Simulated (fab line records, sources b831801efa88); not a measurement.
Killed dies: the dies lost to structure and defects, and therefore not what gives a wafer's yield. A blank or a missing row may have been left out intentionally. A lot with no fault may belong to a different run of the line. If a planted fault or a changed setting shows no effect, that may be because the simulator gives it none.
Which tool was responsible? / flow gf180mcu / 11 lots with 33 wafers sampled at 4 steps, on a route of 602 steps

WHAT THE GAUGES SHOWED, per wafer
GF_TOP_METAL_RS_MEAS_05: a four-point-probe measurement. Usual: for TOP_METAL_ALCU_RS the level is 0.0328 ohm/sq and the standard deviation is 0.00044.
lot=L692; measured=day 27 02:20; on=filmMetro-03; TOP_METAL_ALCU_RS (ohm/sq)=0.0331 0.0329 0.0325; flag=
lot=L693; measured=day 27 15:08; on=filmMetro-01; TOP_METAL_ALCU_RS (ohm/sq)=0.0340 0.0331 0.0336; flag=
lot=L694; measured=day 27 21:11; on=filmMetro-04; TOP_METAL_ALCU_RS (ohm/sq)=0.0330 0.0327 0.0326; flag=
lot=L704; measured=day 30 22:10; on=filmMetro-03; TOP_METAL_ALCU_RS (ohm/sq)=0.0327 0.0323 0.0320; flag=
lot=L706; measured=day 31 16:46; on=filmMetro-03; TOP_METAL_ALCU_RS (ohm/sq)=0.0329 0.0330 0.0327; flag=
lot=L710; measured=day 32 17:17; on=filmMetro-01; TOP_METAL_ALCU_RS (ohm/sq)=0.0329 0.0328 0.0328; flag=
lot=L711; measured=day 32 20:50; on=filmMetro-01; TOP_METAL_ALCU_RS (ohm/sq)=0.0328 0.0328 0.0328; flag=
lot=L712; measured=day 33 06:16; on=filmMetro-01; TOP_METAL_ALCU_RS (ohm/sq)=0.0333 0.0331 0.0332; flag=
lot=L713; measured=day 33 07:13; on=filmMetro-03; TOP_METAL_ALCU_RS (ohm/sq)=0.0335 0.0335 0.0336; flag=
lot=L714; measured=day 33 08:52; on=filmMetro-03; TOP_METAL_ALCU_RS (ohm/sq)=0.0332 0.0330 0.0323; flag=
lot=L715; measured=day 33 12:09; on=filmMetro-03; TOP_METAL_ALCU_RS (ohm/sq)=0.0326 0.0322 0.0328; flag=

WHAT TOOL EACH LOT RAN ON (gives the tool, then ch and the chambers of the sampled wafers, and finally the start)
lot=L692; GF_V3_CVD_00=hdpcvd-02 ch 0,1,2, day 21 03:11; GF_V5_SPUTTER_21=pvdSputter-01, day 27 01:22; GF_TOP_METAL_SPUTTER_00=pvdSputter-02, day 27 02:03
lot=L693; GF_V3_CVD_00=hdpcvd-01 ch 0,1, day 21 18:09; GF_V5_SPUTTER_21=pvdSputter-01, day 27 14:13; GF_TOP_METAL_SPUTTER_00=pvdSputter-02, day 27 14:54
lot=L694; GF_V3_CVD_00=hdpcvd-02 ch 0,1,2, day 22 01:47; GF_V5_SPUTTER_21=pvdSputter-02, day 27 20:16; GF_TOP_METAL_SPUTTER_00=pvdSputter-02, day 27 20:58
lot=L704; GF_V3_CVD_00=hdpcvd-02 ch 0,1,2, day 25 13:28; GF_V5_SPUTTER_21=pvdSputter-03, day 30 21:12; GF_TOP_METAL_SPUTTER_00=pvdSputter-01, day 30 21:56
lot=L706; GF_V3_CVD_00=hdpcvd-01 ch 0,1,2, day 26 12:57; GF_V5_SPUTTER_21=pvdSputter-02, day 31 15:52; GF_TOP_METAL_SPUTTER_00=pvdSputter-04, day 31 16:33
lot=L710; GF_V3_CVD_00=hdpcvd-02 ch 0,1, day 27 18:41; GF_V5_SPUTTER_21=pvdSputter-02, day 32 16:21; GF_TOP_METAL_SPUTTER_00=pvdSputter-04, day 32 17:02
lot=L711; GF_V3_CVD_00=hdpcvd-01 ch 0,1,2, day 27 23:40; GF_V5_SPUTTER_21=pvdSputter-02, day 32 19:55; GF_TOP_METAL_SPUTTER_00=pvdSputter-04, day 32 20:37
lot=L712; GF_V3_CVD_00=hdpcvd-02 ch 1,2, day 28 08:59; GF_V5_SPUTTER_21=pvdSputter-01, day 33 05:07; GF_TOP_METAL_SPUTTER_00=pvdSputter-02, day 33 06:02
lot=L713; GF_V3_CVD_00=hdpcvd-02 ch 0,1,2, day 28 11:04; GF_V5_SPUTTER_21=pvdSputter-01, day 33 05:43; GF_TOP_METAL_SPUTTER_00=pvdSputter-02, day 33 06:56
lot=L714; GF_V3_CVD_00=hdpcvd-02 ch 0,1,2, day 28 13:32; GF_V5_SPUTTER_21=pvdSputter-01, day 33 07:47; GF_TOP_METAL_SPUTTER_00=pvdSputter-01, day 33 08:34
lot=L715; GF_V3_CVD_00=hdpcvd-01 ch 0,1,2, day 28 19:50; GF_V5_SPUTTER_21=pvdSputter-03, day 33 11:14; GF_TOP_METAL_SPUTTER_00=pvdSputter-04, day 33 11:56
- GF_V3_CVD_00: deposits SiO2, target thk 600 nm, time 100 s.
- GF_V5_SPUTTER_21: material Ti, target thk 15 nm, time 80.02 s.
- GF_TOP_METAL_SPUTTER_00: material Ti, target thk 37.5 nm, time 150 s.

AS READ BY THE TOOLS THEMSELVES (means over the sampled wafers that have a number; for cases with no such wafer, the mark the record gives instead)
GF_V5_SPUTTER_21. Usual: chamberPressurePa 5.000 Pa, standard deviation 0.01; substrateTempC 200.00 C, standard deviation 0.16; throttleValvePct 30.4 %, standard deviation 1.2.
lot=L692; tool=pvdSputter-01; chamberPressurePa (Pa)=5.002; substrateTempC (C)=200.05; throttleValvePct (%)=32.0; flag=
lot=L693; tool=pvdSputter-01; chamberPressurePa (Pa)=5.017; substrateTempC (C)=199.94; throttleValvePct (%)=31.2; flag=
lot=L694; tool=pvdSputter-02; chamberPressurePa (Pa)=5.008; substrateTempC (C)=200.04; throttleValvePct (%)=29.6; flag=
lot=L704; tool=pvdSputter-03; chamberPressurePa (Pa)=4.997; substrateTempC (C)=200.08; throttleValvePct (%)=30.2; flag=
lot=L706; tool=pvdSputter-02; chamberPressurePa (Pa)=5.000; substrateTempC (C)=200.07; throttleValvePct (%)=29.7; flag=
lot=L710; tool=pvdSputter-02; chamberPressurePa (Pa)=5.002; substrateTempC (C)=200.00; throttleValvePct (%)=29.8; flag=
lot=L711; tool=pvdSputter-02; chamberPressurePa (Pa)=5.002; substrateTempC (C)=199.91; throttleValvePct (%)=30.1; flag=
lot=L712; tool=pvdSputter-01; chamberPressurePa (Pa)=4.994; substrateTempC (C)=200.04; throttleValvePct (%)=30.2; flag=
lot=L713; tool=pvdSputter-01; chamberPressurePa (Pa)=5.006; substrateTempC (C)=199.85; throttleValvePct (%)=32.1; flag=
lot=L714; tool=pvdSputter-01; chamberPressurePa (Pa)=5.002; substrateTempC (C)=200.06; throttleValvePct (%)=32.0; flag=
lot=L715; tool=pvdSputter-03; chamberPressurePa (Pa)=4.994; substrateTempC (C)=200.06; throttleValvePct (%)=30.2; flag=

GF_TOP_METAL_SPUTTER_00. Usual: chamberPressurePa 2.000 Pa, standard deviation 0.0038; substrateTempC 200.00 C, standard deviation 0.16; throttleValvePct 30.2 %, standard deviation 0.91.
lot=L692; tool=pvdSputter-02; chamberPressurePa (Pa)=1.996; substrateTempC (C)=199.92; throttleValvePct (%)=29.8; flag=
lot=L693; tool=pvdSputter-02; chamberPressurePa (Pa)=2.001; substrateTempC (C)=200.14; throttleValvePct (%)=30.0; flag=
lot=L694; tool=pvdSputter-02; chamberPressurePa (Pa)=2.000; substrateTempC (C)=199.93; throttleValvePct (%)=30.3; flag=
lot=L704; tool=pvdSputter-01; chamberPressurePa (Pa)=2.000; substrateTempC (C)=199.96; throttleValvePct (%)=31.2; flag=
lot=L706; tool=pvdSputter-04; chamberPressurePa (Pa)=1.999; substrateTempC (C)=199.95; throttleValvePct (%)=29.9; flag=
lot=L710; tool=pvdSputter-04; chamberPressurePa (Pa)=2.003; substrateTempC (C)=200.08; throttleValvePct (%)=29.8; flag=
lot=L711; tool=pvdSputter-04; chamberPressurePa (Pa)=1.998; substrateTempC (C)=199.94; throttleValvePct (%)=29.6; flag=
lot=L712; tool=pvdSputter-02; chamberPressurePa (Pa)=2.000; substrateTempC (C)=199.95; throttleValvePct (%)=29.6; flag=
lot=L713; tool=pvdSputter-02; chamberPressurePa (Pa)=2.000; substrateTempC (C)=199.96; throttleValvePct (%)=29.8; flag=
lot=L714; tool=pvdSputter-01; chamberPressurePa (Pa)=2.000; substrateTempC (C)=200.18; throttleValvePct (%)=30.5; flag=
lot=L715; tool=pvdSputter-04; chamberPressurePa (Pa)=2.001; substrateTempC (C)=199.89; throttleValvePct (%)=31.0; flag=

THE ANSWER, worked out from the rows above alone
Rule: take the mean of a lot's wafers that have a number; if it is more than 3 standard deviations from the usual mean, the lot is off. A lot without any number at a reading at which 4 lots or more have one is off too. The other lots that the step has rows for count as sound. After the gauges, taken in route order, come the tools' own readings; for these a lot's mean is taken, as printed above. At the first step where some lot is off, the reading lying furthest off is the one used; lots without a number count as furthest.
Nothing can be told from this: no lot is off at any reading shown.

WHAT THE SIMULATOR HAD PUT IN
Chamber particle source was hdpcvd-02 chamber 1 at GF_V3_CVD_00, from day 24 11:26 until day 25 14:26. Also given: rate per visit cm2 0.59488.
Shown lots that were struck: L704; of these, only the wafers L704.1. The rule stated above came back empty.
